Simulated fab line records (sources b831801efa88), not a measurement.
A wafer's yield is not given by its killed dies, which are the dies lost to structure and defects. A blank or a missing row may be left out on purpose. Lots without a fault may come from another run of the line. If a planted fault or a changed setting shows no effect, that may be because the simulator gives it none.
Which tool was responsible? :: flow sky130 :: 11 lots, 33 wafers sampled, at 6 steps of a route of 708

WHAT EACH GAUGE READ, for each wafer
SKY_POLY_CUT_CD_MEAS_08: the cd target is 270 nm. Usual: cd-nm at 270.3 nm, with a standard deviation of 1.6.
lot: L477
measured: day 24 08:32
on: cd-sem-01
cd-nm (nm): 273.4 272.7 272.3
flag: 

lot: L479
measured: day 25 10:49
on: cd-sem-02
cd-nm (nm): 270.3 270.1 270.1
flag: 

lot: L481
measured: day 27 00:10
on: cd-sem-01
cd-nm (nm): 271.7 272.5 271.2
flag: 

lot: L484
measured: day 27 05:04
on: cd-sem-02
cd-nm (nm): 266.4 268.8 269.0
flag: 

lot: L485
measured: day 27 11:32
on: cd-sem-01
cd-nm (nm): 271.9 271.4 271.5
flag: 

lot: L493
measured: day 30 03:26
on: cd-sem-01
cd-nm (nm): 271.5 270.4 270.2
flag: 

lot: L495
measured: day 30 17:52
on: cd-sem-01
cd-nm (nm): 274.3 274.0 273.5
flag: 

lot: L496
measured: day 30 23:02
on: cd-sem-02
cd-nm (nm): 267.0 269.0 268.1
flag: 

lot: L497
measured: day 31 03:19
on: cd-sem-01
cd-nm (nm): 270.4 269.7 269.8
flag: 

lot: L498
measured: day 31 11:11
on: cd-sem-01
cd-nm (nm): 268.4 269.9 270.3
flag: 

lot: L499
measured: day 31 18:08
on: cd-sem-01
cd-nm (nm): 269.6 268.8 269.6
flag: 

SKY_RES_XHIGH_TW_MEAS_09. Usual: RES_XHIGH_TW gives 1636 (standard deviation 12).
lot: L477
measured: day 26 19:55
on: film-metro-01
RES_XHIGH_TW: 1625 1629 1626
flag: 

lot: L479
measured: day 27 22:11
on: film-metro-03
RES_XHIGH_TW: 1636 1632 1624
flag: 

lot: L481
measured: day 29 09:39
on: film-metro-04
RES_XHIGH_TW: 1652 1650 1653
flag: 

lot: L484
measured: day 29 13:31
on: film-metro-04
RES_XHIGH_TW: 1576 1569 1575 1576 1575 1572
flag: OFF

lot: L485
measured: day 29 20:38
on: film-metro-03
RES_XHIGH_TW: 1561 1563 1558 1553 1557 1561
flag: OFF

lot: L493
measured: day 32 10:23
on: film-metro-04
RES_XHIGH_TW: 1641 1640 1640
flag: 

lot: L495
measured: day 33 00:40
on: film-metro-03
RES_XHIGH_TW: 1632 1637 1640
flag: 

lot: L496
measured: day 33 05:55
on: film-metro-03
RES_XHIGH_TW: 1646 1634 1639
flag: 

lot: L497
measured: day 33 09:10
on: film-metro-03
RES_XHIGH_TW: 1638 1643 1642
flag: 

lot: L498
measured: day 33 17:22
on: film-metro-01
RES_XHIGH_TW: 1613 1615 1603
flag: 

lot: L499
measured: day 34 00:28
on: film-metro-03
RES_XHIGH_TW: 1641 1637 1636
flag: 

SKY_SD_N_RS_MEAS_16: measures by four-point-probe. Usual: SD_N_RS gives 68.55 ohm/sq (standard deviation 0.12).
lot: L477
measured: day 28 01:43
on: film-metro-04
SD_N_RS (ohm/sq): 68.53 68.47 68.66
flag: 

lot: L479
measured: day 29 02:42
on: film-metro-01
SD_N_RS (ohm/sq): 68.69 68.67 68.35
flag: 

lot: L481
measured: day 30 14:56
on: film-metro-03
SD_N_RS (ohm/sq): 68.79 68.76 68.78
flag: 

lot: L484
measured: day 30 18:14
on: film-metro-01
SD_N_RS (ohm/sq): 68.45 68.58 68.34
flag: 

lot: L485
measured: day 31 00:15
on: film-metro-01
SD_N_RS (ohm/sq): 68.49 68.55 68.46
flag: 

lot: L493
measured: day 33 12:13
on: film-metro-01
SD_N_RS (ohm/sq): 68.67 68.37 68.54
flag: 

lot: L495
measured: day 34 04:22
on: film-metro-04
SD_N_RS (ohm/sq): 68.51 68.34 68.49
flag: 

lot: L496
measured: day 34 08:28
on: film-metro-01
SD_N_RS (ohm/sq): 68.47 68.42 68.32
flag: 

lot: L497
measured: day 34 12:29
on: film-metro-03
SD_N_RS (ohm/sq): 68.53 68.43 68.49
flag: 

lot: L498
measured: day 34 20:11
on: film-metro-01
SD_N_RS (ohm/sq): 68.46 68.27 68.46
flag: 

lot: L499
measured: day 35 03:26
on: film-metro-03
SD_N_RS (ohm/sq): 68.61 68.69 68.60
flag: 

SKY_SD_N_RS_MEAS_18: measures by four-point-probe. Usual: RES_XHIGH_RS gives 333.3 ohm/sq (standard deviation 1.1).
lot: L477
measured: day 28 01:58
on: film-metro-04
RES_XHIGH_RS (ohm/sq): 333.8 334.0 334.0
flag: 

lot: L479
measured: day 29 02:56
on: film-metro-01
RES_XHIGH_RS (ohm/sq): 331.4 330.8 332.0
flag: 

lot: L481
measured: day 30 15:10
on: film-metro-03
RES_XHIGH_RS (ohm/sq): 333.0 333.4 332.8
flag: 

lot: L484
measured: day 30 18:28
on: film-metro-01
RES_XHIGH_RS (ohm/sq): 375.3 375.0 375.4 375.0 375.0 375.2
flag: OFF

lot: L485
measured: day 31 00:29
on: film-metro-01
RES_XHIGH_RS (ohm/sq): 374.0 373.2 374.1 374.1 372.1 374.0
flag: OFF

lot: L493
measured: day 33 12:27
on: film-metro-01
RES_XHIGH_RS (ohm/sq): 332.7 331.9 331.6
flag: 

lot: L495
measured: day 34 04:37
on: film-metro-04
RES_XHIGH_RS (ohm/sq): 333.7 332.3 332.8
flag: 

lot: L496
measured: day 34 08:43
on: film-metro-01
RES_XHIGH_RS (ohm/sq): 332.5 333.0 332.9
flag: 

lot: L497
measured: day 34 12:43
on: film-metro-03
RES_XHIGH_RS (ohm/sq): 335.7 333.9 333.8
flag: 

lot: L498
measured: day 34 20:25
on: film-metro-01
RES_XHIGH_RS (ohm/sq): 332.8 331.6 334.5
flag: 

lot: L499
measured: day 35 03:41
on: film-metro-03
RES_XHIGH_RS (ohm/sq): 333.8 334.3 334.8
flag: 

EACH LOT AND THE TOOL THAT RAN IT (in order: tool; ch and the chambers of the sampled wafers; start)
lot: L477
SKY_POLY_CUT_ETCH_11: rie-diel-04 ch 0,1, day 24 08:41
SKY_RES_XHIGH_IMPLANT_07: implanter-02 ch 0, day 26 19:41

lot: L479
SKY_POLY_CUT_ETCH_11: rie-diel-04 ch 0,1,3, day 25 11:00
SKY_RES_XHIGH_IMPLANT_07: implanter-02 ch 0, day 27 21:55

lot: L481
SKY_POLY_CUT_ETCH_11: rie-diel-01 ch 2,3, day 27 00:21
SKY_RES_XHIGH_IMPLANT_07: implanter-03 ch 0, day 29 09:25

lot: L484
SKY_POLY_CUT_ETCH_11: rie-diel-04 ch 1,2,3, day 27 05:16
SKY_RES_XHIGH_IMPLANT_07: implanter-02 ch 0, day 29 13:16

lot: L485
SKY_POLY_CUT_ETCH_11: rie-diel-04 ch 2,3, day 27 11:42
SKY_RES_XHIGH_IMPLANT_07: implanter-02 ch 0, day 29 20:25

lot: L493
SKY_POLY_CUT_ETCH_11: rie-diel-01 ch 2,3, day 30 03:38
SKY_RES_XHIGH_IMPLANT_07: implanter-01 ch 0, day 32 10:08

lot: L495
SKY_POLY_CUT_ETCH_11: rie-diel-01 ch 1,2, day 30 18:01
SKY_RES_XHIGH_IMPLANT_07: implanter-02 ch 0, day 33 00:27

lot: L496
SKY_POLY_CUT_ETCH_11: rie-diel-04 ch 0,2,3, day 30 23:11
SKY_RES_XHIGH_IMPLANT_07: implanter-02 ch 0, day 33 05:41

lot: L497
SKY_POLY_CUT_ETCH_11: rie-diel-02 ch 1,2,3, day 31 03:31
SKY_RES_XHIGH_IMPLANT_07: implanter-01 ch 0, day 33 08:55

lot: L498
SKY_POLY_CUT_ETCH_11: rie-diel-01 ch 0,2,3, day 31 11:23
SKY_RES_XHIGH_IMPLANT_07: implanter-01 ch 0, day 33 17:06

lot: L499
SKY_POLY_CUT_ETCH_11: rie-diel-01 ch 0,1,3, day 31 18:20
SKY_RES_XHIGH_IMPLANT_07: implanter-02 ch 0, day 34 00:13
- SKY_POLY_CUT_ETCH_11: etches Si3N4 in CF4/CH2F2/Ar, stops on poly-Si, time 42.5 s, target depth 60 nm.
- SKY_RES_XHIGH_IMPLANT_07

AS READ BY THE TOOLS THEMSELVES (means over the sampled wafers that have a number; for cases with no such wafer, the mark the record gives instead)
SKY_POLY_CUT_ETCH_11. Usual: drypump-motor-current-A 5.8 A, standard deviation 0.32; oes-product-au 0.832 a.u., standard deviation 0.008; throttle-valve-pct 14.995 %, standard deviation 0.0092.
lot: L477
tool: rie-diel-04
drypump-motor-current-A (A): 6.2
oes-product-au (a.u.): 0.832
throttle-valve-pct (%): 14.994
flag: 

lot: L479
tool: rie-diel-04
drypump-motor-current-A (A): 6.0
oes-product-au (a.u.): 0.829
throttle-valve-pct (%): 15.005
flag: 

lot: L481
tool: rie-diel-01
drypump-motor-current-A (A): 5.8
oes-product-au (a.u.): 0.837
throttle-valve-pct (%): 14.988
flag: 

lot: L484
tool: rie-diel-04
drypump-motor-current-A (A): 6.0
oes-product-au (a.u.): 0.835
throttle-valve-pct (%): 14.995
flag: 

lot: L485
tool: rie-diel-04
drypump-motor-current-A (A): 5.8
oes-product-au (a.u.): 0.833
throttle-valve-pct (%): 14.999
flag: 

lot: L493
tool: rie-diel-01
drypump-motor-current-A (A): 5.9
oes-product-au (a.u.): 0.837
throttle-valve-pct (%): 14.998
flag: 

lot: L495
tool: rie-diel-01
drypump-motor-current-A (A): 5.5
oes-product-au (a.u.): 0.833
throttle-valve-pct (%): 14.989
flag: 

lot: L496
tool: rie-diel-04
drypump-motor-current-A (A): 6.0
oes-product-au (a.u.): 0.827
throttle-valve-pct (%): 14.993
flag: 

lot: L497
tool: rie-diel-02
drypump-motor-current-A (A): 5.3
oes-product-au (a.u.): 0.837
throttle-valve-pct (%): 14.995
flag: 

lot: L498
tool: rie-diel-01
drypump-motor-current-A (A): 5.8
oes-product-au (a.u.): 0.845
throttle-valve-pct (%): 14.998
flag: 

lot: L499
tool: rie-diel-01
drypump-motor-current-A (A): 5.7
oes-product-au (a.u.): 0.840
throttle-valve-pct (%): 14.993
flag: 

SKY_RES_XHIGH_IMPLANT_07. Usual: end-station-pressure-torr at 5.18e-06 Torr, with a standard deviation of 2.6e-07.
lot: L477
tool: implanter-02
end-station-pressure-torr (Torr): 4.83e-06
flag: 

lot: L479
tool: implanter-02
end-station-pressure-torr (Torr): 5.36e-06
flag: 

lot: L481
tool: implanter-03
end-station-pressure-torr (Torr): 4.90e-06
flag: 

lot: L484
tool: implanter-02
end-station-pressure-torr (Torr): 5.17e-06
flag: 

lot: L485
tool: implanter-02
end-station-pressure-torr (Torr): 5.20e-06
flag: 

lot: L493
tool: implanter-01
end-station-pressure-torr (Torr): 5.33e-06
flag: 

lot: L495
tool: implanter-02
end-station-pressure-torr (Torr): 5.22e-06
flag: 

lot: L496
tool: implanter-02
end-station-pressure-torr (Torr): 5.28e-06
flag: 

lot: L497
tool: implanter-01
end-station-pressure-torr (Torr): 5.43e-06
flag: 

lot: L498
tool: implanter-01
end-station-pressure-torr (Torr): 5.28e-06
flag: 

lot: L499
tool: implanter-02
end-station-pressure-torr (Torr): 5.36e-06
flag: 

THE ANSWER, worked out from the rows above alone
Rule: take the mean of a lot's wafers that have a number; if it is more than 3 standard deviations from the usual mean, the lot is off. A lot without any number at a reading at which 4 lots or more have one is off too. The other lots that the step has rows for count as sound. Order of review: gauges by route order, followed by the tools' own readings, for which a lot's mean as printed above is used. At the first step where some lot is off, the reading lying furthest off is the one used; lots without a number count as furthest.
Off: L484, L485, at SKY_RES_XHIGH_TW_MEAS_09 (RES_XHIGH_TW).
A tool fits if, at a process step before that reading, it ran every lot that is off, and no sound lot after the first of them. The gauges at SKY_RES_XHIGH_TW_MEAS_09 aren't tried: what is off there is off at SKY_SD_N_RS_MEAS_18 too, on other tools, and a gauge's error can't cause that. Of those tried, none fits.

WHAT HAD BEEN PUT IN BY THE SIMULATOR
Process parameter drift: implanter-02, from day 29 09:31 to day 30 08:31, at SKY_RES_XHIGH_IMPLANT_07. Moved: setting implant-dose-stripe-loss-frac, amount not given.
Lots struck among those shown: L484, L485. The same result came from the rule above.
